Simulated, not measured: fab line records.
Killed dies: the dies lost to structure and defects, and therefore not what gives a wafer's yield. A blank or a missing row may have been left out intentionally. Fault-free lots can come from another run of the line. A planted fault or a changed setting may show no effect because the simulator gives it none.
fab line records	flow sky130
record: lots: 6	wafers: 18	last-day: 50
route steps=708 shown LDD_P@263 LDD_HVN@267 LDD_HVP@278 PAD_OPEN@708
lots that met no fault: taken from a fault-free run of the same line
start-h: start of the lot's first displayed wafer, in hours after the record's first day	wait-h: hours elapsed since this lot's preceding step	" identical to the entry in the row above	L1.1+2: one row covering several wafers at once	- value missing, or start not given	* or withheld: withheld	< > ~ a bound
route shown NAME@n: a module of which the file shows steps, and the number in the route of the first	usual: mean/standard deviation of fault-free wafers	same: alike in all rows	chamber/n: place in a boat	sites: each site's reading	_std_site: their standard deviation	_edge_site: outer sites' mean less inner sites'	radius-mm: for every site, how far away it sits from the centre of the wafer	mask NAME#n: copy n	behind: the last tool/chamber to shape the wafer	hold: why the lot went on hold/how many hours it stayed there/how the hold came to an end	device: whichever transistor did not switch (one of n, p or np)	end of line: the route-end tests of the same wafers	a step without rows: its recipe alone	killed: dies lost to structure and defects at the first sort, not the wafer's yield	map: shows each die of a wafer: x if killed, . if not, _ if none is there
set.NAME: the setting that was run; set.NAME@STEP: the one run at that earlier step	model.NAME: the simulator's own value behind a step, which no gauge read
lots seen at some steps along the route; tables by step, rows by wafer
services: from which hour (start-h, from the record's first day; less than 0 if before it) a tool's chamber was out of use, for how many hours, and why
== steps ==
step: SKY_LDD_P_OVL_MEAS_08
usual: LDD_P_OVL: -0.2/1.4
lot.wafer	tool	chamber	start-h	wait-h	LDD_P_OVL[nm]
L355.1	overlay-02	-	425.01	0.1	-2.2
L355.2	"	-	"	"	-0.6
L355.4	"	-	"	"	2.1
L357.1	overlay-02	-	437.70	0.1	-0.4
L357.3	"	-	"	"	-1.8
L357.5	"	-	"	"	-2.6
L369.2	overlay-01	-	548.30	0.1	-0.7
L369.5	"	-	"	"	1.3
L369.6	"	-	"	"	-0.3
L371.2	overlay-01	-	561.85	0.1	-2.1
L371.3	"	-	"	"	0.8
L371.6	"	-	"	"	-0.5
L378.3	overlay-01	-	639.07	0.1	0.4
L378.5	"	-	"	"	-1.7
L378.6	"	-	"	"	-1.3
L376.2	overlay-02	-	640.66	0.1	0.3
L376.4	"	-	"	"	-0.8
L376.5	"	-	"	"	-1.3
step: SKY_LDD_P_IMPLANT_09
recipe: species: BF2	energy-kev: 25	dose-cm2: 1e+13	tilt-deg: withheld
step: SKY_LDD_P_STRIP_10
recipe: chemistry: O2/N2	power-w: 1400	pressure-mtorr: 1500	platen-temp-c: withheld	o2-flow-sccm: 3000	n2-flow-sccm: 300	overash-fraction: 0.5
usual: drypump-motor-current-A: 6.1/0.51	oes-product-au: 0.715/0.0043	strip-time-to-endpoint-s: 14.17/0.049
same: overash-fraction: 0.5
lot.wafer	tool	chamber	start-h	wait-h	drypump-motor-current-A	oes-product-au	rf-hours-counter-h	strip-time-to-endpoint-s
L355.1	plasma-asher-03	1	425.19	0.1	5.5	0.718	61	14.16
L355.2	"	0	"	"	6.7	0.717	61	14.12
L355.4	"	0	"	"	6.6	0.716	-	14.17
L357.1	plasma-asher-04	0	437.89	0.1	6.5	0.709	32	14.19
L357.3	"	1	"	"	5.4	0.714	-	14.23
L357.5	"	0	"	"	6.5	0.711	-	14.25
L369.2	plasma-asher-03	1	548.48	0.1	5.5	0.717	72	14.18
L369.5	"	1	"	"	5.4	0.718	-	14.22
L369.6	"	0	"	"	6.8	0.716	-	14.21
L371.2	plasma-asher-03	0	562.03	0.1	6.7	0.711	73	14.07
L371.3	"	0	"	"	6.6	0.721	-	14.08
L371.6	"	1	"	"	5.5	0.716	-	14.09
L378.3	plasma-asher-03	1	639.28	0.1	5.5	0.709	-	14.10
L378.5	"	1	"	"	5.5	0.712	-	14.10
L378.6	"	0	"	"	6.6	0.718	-	14.13
L376.2	plasma-asher-01	0	640.84	0.1	5.8	0.712	97	14.18
L376.4	"	0	"	"	5.8	0.725	-	14.22
L376.5	"	0	"	"	5.8	0.710	-	14.17
step: SKY_LDD_P_TW_MEAS_11
usual: LDD_P_TW: 631/3.2
lot.wafer	tool	chamber	start-h	wait-h	LDD_P_TW
L355.1	film-metro-03	-	425.29	0.1	628
L355.2	"	-	"	"	625
L355.4	"	-	"	"	624
L357.1	film-metro-02	-	437.99	0.1	628
L357.3	"	-	"	"	625
L357.5	"	-	"	"	629
L369.2	film-metro-01	-	548.59	0.1	628
L369.5	"	-	"	"	632
L369.6	"	-	"	"	629
L371.2	film-metro-02	-	562.14	0.1	630
L371.3	"	-	"	"	631
L371.6	"	-	"	"	631
L378.3	film-metro-01	-	639.36	0.1	630
L378.5	"	-	"	"	629
L378.6	"	-	"	"	634
L376.2	film-metro-01	-	640.95	0.1	635
L376.4	"	-	"	"	629
L376.5	"	-	"	"	630
step: SKY_LDD_HVN_DEHYDRATE_00
recipe: temp-c: 200	time-s: 60
step: SKY_LDD_HVN_HMDS_01
recipe: prime-time-s: 60	prime-temp-c: 120
step: SKY_LDD_HVN_COAT_02
recipe: resist: NOVOLAK	spin-rpm: 3000	resist-thk-nm: 300
step: SKY_LDD_HVN_SOFTBAKE_03
recipe: temp-c: 90	time-s: 60	resist: NOVOLAK
step: SKY_LDD_HVN_EXPOSE_04
recipe: mask-id: HVNTM	na: 0.6	source-shape: conventional	sigma-outer: 0.6	polarization: unpolarized	target-cd-nm: 700	dose-mj: 127
step: SKY_LDD_HVN_PEB_05
recipe: temp-c: withheld	time-s: *	resist: NOVOLAK
step: SKY_LDD_HVN_DEVELOP_06
recipe: resist: NOVOLAK	developer: TMAH	develop-time-s: 60	dev-temp-c: 23
step: SKY_LDD_HVN_OVL_MEAS_07
usual: LDD_HVN_OVL: -0.2/1.3
lot.wafer	tool	chamber	start-h	wait-h	LDD_HVN_OVL[nm]
L355.1	overlay-02	-	456.64	0.1	1.2
L355.2	"	-	"	"	2.1
L355.4	"	-	"	"	0.9
L357.1	overlay-02	-	468.24	0.1	-3.2
L357.3	"	-	"	"	-1.9
L357.5	"	-	"	"	-2.0
L369.2	overlay-01	-	578.31	0.1	-1.1
L369.5	"	-	"	"	-1.6
L369.6	"	-	"	"	0.0
L371.2	overlay-01	-	591.53	0.1	0.2
L371.3	"	-	"	"	-0.6
L371.6	"	-	"	"	-0.3
L378.3	overlay-01	-	666.95	0.1	-1.5
L378.5	"	-	"	"	-1.0
L378.6	"	-	"	"	0.7
L376.2	overlay-01	-	669.09	0.1	0.9
L376.4	"	-	"	"	-0.4
L376.5	"	-	"	"	0.5
step: SKY_LDD_HVN_IMPLANT_08
recipe: species: P	energy-kev: 60	dose-cm2: 3e+13	tilt-deg: 40
usual: tilt-deg: 40.002/0.023
lot.wafer	tool	chamber	start-h	wait-h	tilt-deg
L355.1	implanter-04	0	456.67	0.0	40.014
L355.2	"	0	"	"	40.001
L355.4	"	0	"	"	40.009
L357.1	implanter-01	0	468.27	0.0	39.994
L357.3	"	0	"	"	40.012
L357.5	"	0	"	"	40.028
L369.2	implanter-01	0	578.36	0.0	0.007
L369.5	"	0	"	"	-0.004
L369.6	"	0	"	"	0.011
L371.2	implanter-01	0	591.58	0.0	-0.009
L371.3	"	0	"	"	0.005
L371.6	"	0	"	"	-0.019
L378.3	implanter-01	0	667.02	0.1	40.021
L378.5	"	0	"	"	40.015
L378.6	"	0	"	"	40.040
L376.2	implanter-04	0	669.15	0.0	39.979
L376.4	"	0	"	"	39.970
L376.5	"	0	"	"	39.980
step: SKY_LDD_HVN_STRIP_09
recipe: chemistry: O2/N2	power-w: 1400	pressure-mtorr: 1500	platen-temp-c: withheld	o2-flow-sccm: 3000	n2-flow-sccm: 300	overash-fraction: 0.5
usual: drypump-motor-current-A: 6.0/0.54	oes-product-au: 0.408/0.0047	strip-time-to-endpoint-s: 4.144/0.017
same: overash-fraction: 0.5
lot.wafer	tool	chamber	start-h	wait-h	drypump-motor-current-A	oes-product-au	rf-hours-counter-h	strip-time-to-endpoint-s
L355.1	plasma-asher-01	0	456.82	0.1	5.8	0.396	78	4.114
L355.2	"	1	"	"	6.5	0.400	78	4.119
L355.4	"	0	"	"	5.8	0.406	-	4.090
L357.1	plasma-asher-01	0	468.42	0.1	5.8	0.404	79	4.139
L357.3	"	0	"	"	5.8	0.410	-	4.149
L357.5	"	1	"	"	6.4	0.415	-	4.135
L369.2	plasma-asher-02	1	578.49	0.1	6.6	0.409	14	4.131
L369.5	"	1	"	"	6.6	0.411	-	4.133
L369.6	"	0	"	"	5.2	0.409	-	4.141
L371.2	plasma-asher-01	0	591.71	0.1	5.8	0.399	92	4.128
L371.3	"	1	"	"	6.5	0.409	-	4.138
L371.6	"	0	"	"	5.8	0.405	-	4.135
L378.3	plasma-asher-04	1	667.16	0.1	5.3	0.408	-	4.141
L378.5	"	1	"	"	5.3	0.417	-	4.150
L378.6	"	0	"	"	6.4	0.405	-	4.148
L376.2	plasma-asher-02	0	669.27	0.1	5.2	0.402	23	4.142
L376.4	"	0	"	"	5.2	0.410	-	4.120
L376.5	"	0	"	"	5.2	0.408	-	4.146
step: SKY_LDD_HVN_TW_MEAS_10
usual: LDD_HVN_TW: 1434/9.4
lot.wafer	tool	chamber	start-h	wait-h	LDD_HVN_TW
L355.1	film-metro-02	-	456.92	0.1	1425
L355.2	"	-	"	"	1431
L355.4	"	-	"	"	1429
L357.1	film-metro-03	-	468.52	0.1	1424
L357.3	"	-	"	"	1420
L357.5	"	-	"	"	1427
L369.2	film-metro-04	-	578.60	0.1	1289
L369.5	"	-	"	"	1284
L369.6	"	-	"	"	1284
L371.2	film-metro-04	-	591.82	0.1	1288
L371.3	"	-	"	"	1286
L371.6	"	-	"	"	1296
L378.3	film-metro-02	-	667.24	0.1	1421
L378.5	"	-	"	"	1417
L378.6	"	-	"	"	1422
L376.2	film-metro-04	-	669.38	0.1	1444
L376.4	"	-	"	"	1451
L376.5	"	-	"	"	1448
step: SKY_LDD_HVP_DEHYDRATE_00
recipe: temp-c: 200	time-s: 60
step: SKY_PAD_OPEN_PROBE_99
usual: killed_at_M0_to_M3: 43/6.8	killed_at_M4_up: 3.2/1.9	killed-at-contacts: 24/5	killed-at-front-end: 16/4.9	killed-at-other: 0.4/0.76	killed-dies: 87/10	killed-on-rim: 17/3.9	killed-open: 47/7.3	killed-short: 39/6.2
same: gross-dies: 492	killed-at-back-side: 0
lot.wafer	tool	chamber	start-h	wait-h	killed_at_M0_to_M3	killed_at_M4_up	killed-at-contacts	killed-at-front-end	killed-at-other	killed-dies	killed-on-rim	killed-open	killed-short	model.etest.tip_n_5v.rs-ohm-sq	model.etest.nfet-g5v0d10v5.r-on-ohm-um	model.etest.nfet-g5v0d10v5.drive-ua-um	model.etest.res-ndiff-hv.rs-ohm-sq	model.etest.nfet-g5v0d10v5.vt-sat-v
L355.1	prober-02	-	1067.98	0.1	46	3	20	19	0	88	14	45	43	1391	1881	598.3	113.7	0.7705
L355.2	prober-02	-	1068.03	0.1	40	6	30	24	1	101	18	51	49	1399	1902	602.5	112.5	0.7663
L355.4	prober-02	-	1068.13	0.2	37	6	19	9	0	71	13	36	35	1399	1921	596	112.7	0.7759
L357.1	prober-02	-	1077.70	0.1	55	2	24	14	0	95	16	64	31	1408	1894	591.9	113	0.7751
L357.3	prober-02	-	1077.80	0.2	32	6	27	18	0	83	12	39	44	1396	1867	607.5	112.2	0.7572
L357.5	prober-02	-	1077.90	0.2	49	5	21	18	0	93	24	48	45	1423	1877	599.3	113.8	0.7837
L369.2	prober-02	-	1151.46	0.1	43	3	27	17	0	90	19	39	51	991.3	1833	620.1	112	0.7489
L369.5	prober-02	-	1151.61	0.2	29	1	33	14	0	77	13	41	36	993.1	1827	621.6	112.4	0.7564
L369.6	prober-02	-	1151.66	0.2	35	3	33	17	0	88	19	47	41	988	1839	617	112.2	0.7519
L371.2	prober-02	-	1161.75	0.1	34	5	24	12	1	76	19	41	34	1006	1801	628.2	107.8	0.7474
L371.3	prober-02	-	1161.80	0.2	39	3	22	11	1	76	16	36	38	1004	1810	622.4	109	0.739
L371.6	prober-02	-	1161.95	0.2	52	2	22	11	1	88	12	50	38	995.5	1812	629.2	108	0.7432
L378.3	prober-02	-	1201.91	0.2	54	0	26	15	0	95	20	51	43	1387	1882	605.8	113.9	0.755
L378.5	prober-02	-	1202.01	0.2	49	3	22	15	0	89	16	44	43	1380	1916	594.5	114.5	0.7761
L378.6	prober-02	-	1202.06	0.2	31	4	22	10	0	67	18	31	36	1383	1931	589.1	114.9	0.7755
L376.2	prober-01	-	1203.74	0.1	40	8	17	13	1	79	17	40	39	1357	1842	627.1	114.9	0.7514
L376.4	prober-01	-	1203.84	0.2	43	7	28	11	0	89	18	52	37	1369	1872	615.1	115.6	0.7465
L376.5	prober-01	-	1203.89	0.2	40	6	23	16	0	85	13	50	35	1366	1863	612.4	114.6	0.7481
killed by level:class
L355.1 VIA1:geometric-particle:open=14 METAL3:geometric-particle:short=6 CONTACT:geometric-particle:open=5 LI_CONTACT:geometric-particle:open=5 METAL1:geometric-particle:short=5 VIA3:geometric-particle:open=5 FIELD_ISO:geometric-particle:short=4 POLY_GATE:geometric-particle:short=4
L355.2 CONTACT:geometric-particle:open=13 VIA1:geometric-particle:open=10 FIELD_ISO:geometric-particle:short=7 POLY_GATE:geometric-particle:short=6 LI_CONTACT:geometric-particle:open=6 METAL1:geometric-particle:short=5 VIA1:geometric-particle:short=5 FIELD_ISO:geometric-particle:open=4
L355.4 VIA1:geometric-particle:open=11 CONTACT:geometric-particle:open=7 CONTACT:geometric-particle:short=6 VIA1:geometric-particle:short=6 VIA2:geometric-particle:open=5 METAL4:geometric-particle:short=5 POLY_GATE:geometric-particle:open=4 METAL1:geometric-particle:short=4
L357.1 VIA1:geometric-particle:open=17 LI_CONTACT:geometric-particle:open=9 CONTACT:geometric-particle:open=8 VIA2:geometric-particle:open=7 METAL2:geometric-particle:short=7 VIA3:geometric-particle:open=7 METAL1:geometric-particle:short=6 POLY_GATE:geometric-particle:open=5
L357.3 CONTACT:geometric-particle:short=9 VIA1:geometric-particle:open=8 VIA1:geometric-particle:short=8 LI_CONTACT:geometric-particle:open=7 FIELD_ISO:geometric-particle:open=6 VIA2:geometric-particle:open=6 POLY_GATE:geometric-particle:short=5 LOCAL_INTERCONNECT:geometric-particle:short=5
L357.5 VIA2:geometric-particle:open=11 VIA1:geometric-particle:open=10 VIA3:geometric-particle:open=8 CONTACT:geometric-particle:open=7 VIA1:geometric-particle:short=7 CONTACT:geometric-particle:short=6 POLY_GATE:geometric-particle:open=6 POLY_GATE:geometric-particle:short=5
L369.2 METAL1:geometric-particle:short=10 VIA1:geometric-particle:open=9 CONTACT:geometric-particle:open=9 VIA1:geometric-particle:short=7 FIELD_ISO:geometric-particle:open=6 LOCAL_INTERCONNECT:geometric-particle:short=6 POLY_GATE:geometric-particle:short=5 LI_CONTACT:geometric-particle:short=4
L369.5 CONTACT:geometric-particle:open=10 LI_CONTACT:geometric-particle:open=9 CONTACT:geometric-particle:short=7 VIA1:geometric-particle:open=7 POLY_GATE:geometric-particle:short=4 LOCAL_INTERCONNECT:geometric-particle:short=4 METAL1:geometric-particle:short=4 METAL2:geometric-particle:short=4
L369.6 LI_CONTACT:geometric-particle:open=11 VIA1:geometric-particle:open=10 CONTACT:geometric-particle:open=9 LOCAL_INTERCONNECT:geometric-particle:short=5 POLY_GATE:geometric-particle:short=4 LI_CONTACT:geometric-particle:short=4 CONTACT:geometric-particle:short=4 METAL2:geometric-particle:short=4
L371.2 LI_CONTACT:geometric-particle:open=7 VIA1:geometric-particle:open=7 METAL2:geometric-particle:short=6 CONTACT:geometric-particle:short=6 VIA3:geometric-particle:open=6 FIELD_ISO:geometric-particle:open=5 LOCAL_INTERCONNECT:geometric-particle:short=4 CONTACT:geometric-particle:open=4
L371.3 CONTACT:geometric-particle:open=8 VIA1:geometric-particle:open=8 VIA1:geometric-particle:short=8 CONTACT:geometric-particle:short=5 METAL1:geometric-particle:short=5 METAL2:geometric-particle:short=5 LI_CONTACT:geometric-particle:open=4 FIELD_ISO:geometric-particle:open=3
L371.6 CONTACT:geometric-particle:open=9 VIA1:geometric-particle:open=9 VIA3:geometric-particle:open=8 LI_CONTACT:geometric-particle:open=6 METAL1:geometric-particle:short=6 VIA2:geometric-particle:open=6 CONTACT:geometric-particle:short=5 FIELD_ISO:geometric-particle:short=4
L378.3 VIA1:geometric-particle:open=12 VIA2:geometric-particle:open=10 CONTACT:geometric-particle:open=10 METAL1:geometric-particle:short=10 VIA2:geometric-particle:short=8 LI_CONTACT:geometric-particle:open=7 FIELD_ISO:geometric-particle:short=5 CONTACT:geometric-particle:short=4
L378.5 VIA1:geometric-particle:open=11 CONTACT:geometric-particle:open=8 METAL1:geometric-particle:short=7 VIA1:geometric-particle:short=7 LI_CONTACT:geometric-particle:open=6 VIA2:geometric-particle:open=6 METAL2:geometric-particle:short=4 FIELD_ISO:geometric-particle:short=3
L378.6 VIA1:geometric-particle:open=9 LI_CONTACT:geometric-particle:short=5 LOCAL_INTERCONNECT:geometric-particle:short=5 CONTACT:geometric-particle:open=5 METAL1:geometric-particle:short=5 VIA1:geometric-particle:short=5 POLY_GATE:geometric-particle:open=3 LI_CONTACT:geometric-particle:open=3
L376.2 VIA3:geometric-particle:open=7 VIA2:geometric-particle:open=7 METAL4:geometric-particle:short=7 FIELD_ISO:geometric-particle:open=5 METAL2:geometric-particle:short=5 CONTACT:geometric-particle:open=5 VIA1:geometric-particle:open=5 LOCAL_INTERCONNECT:geometric-particle:short=4
L376.4 VIA3:geometric-particle:open=12 VIA1:geometric-particle:open=9 CONTACT:geometric-particle:open=8 LOCAL_INTERCONNECT:geometric-particle:short=7 METAL1:geometric-particle:short=7 LI_CONTACT:geometric-particle:open=6 FIELD_ISO:geometric-particle:open=4 CONTACT:geometric-particle:short=4
L376.5 VIA3:geometric-particle:open=11 CONTACT:geometric-particle:open=10 POLY_GATE:geometric-particle:open=7 CONTACT:geometric-particle:short=6 VIA1:geometric-particle:open=6 METAL2:geometric-particle:short=6 FIELD_ISO:geometric-particle:short=4 LI_CONTACT:geometric-particle:open=4
== services ==
tool	chamber	start-h	hours	kind
plasma-asher-02	-	421.25	9.0	pm
plasma-asher-02	0	421.25	9.0	vent-cycle
plasma-asher-02	1	421.25	9.0	vent-cycle
plasma-asher-02	0	430.25	-	clean
plasma-asher-02	1	430.25	-	clean
plasma-asher-02	-	444.95	3.9	repair
plasma-asher-02	-	487.02	14.6	pm
plasma-asher-03	-	489.84	6.9	repair
implanter-04	-	579.13	1.8	pm
implanter-04	-	589.06	4.0	repair
plasma-asher-01	-	622.87	0.7	repair
implanter-01	-	635.18	6.8	repair
implanter-01	-	659.47	4.3	pm
implanter-04	-	663.47	3.8	pm
== key ==
first-sign: step: SKY_LDD_HVN_IMPLANT_08	reading: tilt-deg	direction: down	sigmas: 99+	usual: *	struck: *
effect: step: SKY_LDD_HVN_TW_MEAS_10	reading: LDD_HVN_TW	direction: down	sigmas: 16	usual: 1434	struck: 1288
model-effect: step: SKY_PAD_OPEN_PROBE_99	value: etest.tip_n_5v.rs-ohm-sq	without: 1398	struck: 996.3
met-at SKY_LDD_HVN_IMPLANT_08
struck-wafers L369.2,L369.5,L369.6,L371.2,L371.3,L371.6
tester-left-out L369,L371
onset-between 468.27 578.36
fault: kind: process-parameter-drift	tool: implanter-01	chamber: -	onset-h: 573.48	steps: SKY_LDD_HVN_IMPLANT_08	channel: tilt-deg	offset: *	shape: step	end-h: 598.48	acts-in: *	stated: *
tester-left-out: of these lots the tester's yield and bins aren't shown, on N5 and GAA mostly nor the transistor test; their killed dies are dies lost to structure and defects alone, not to doping, threshold or leakage, so they don't give the yield
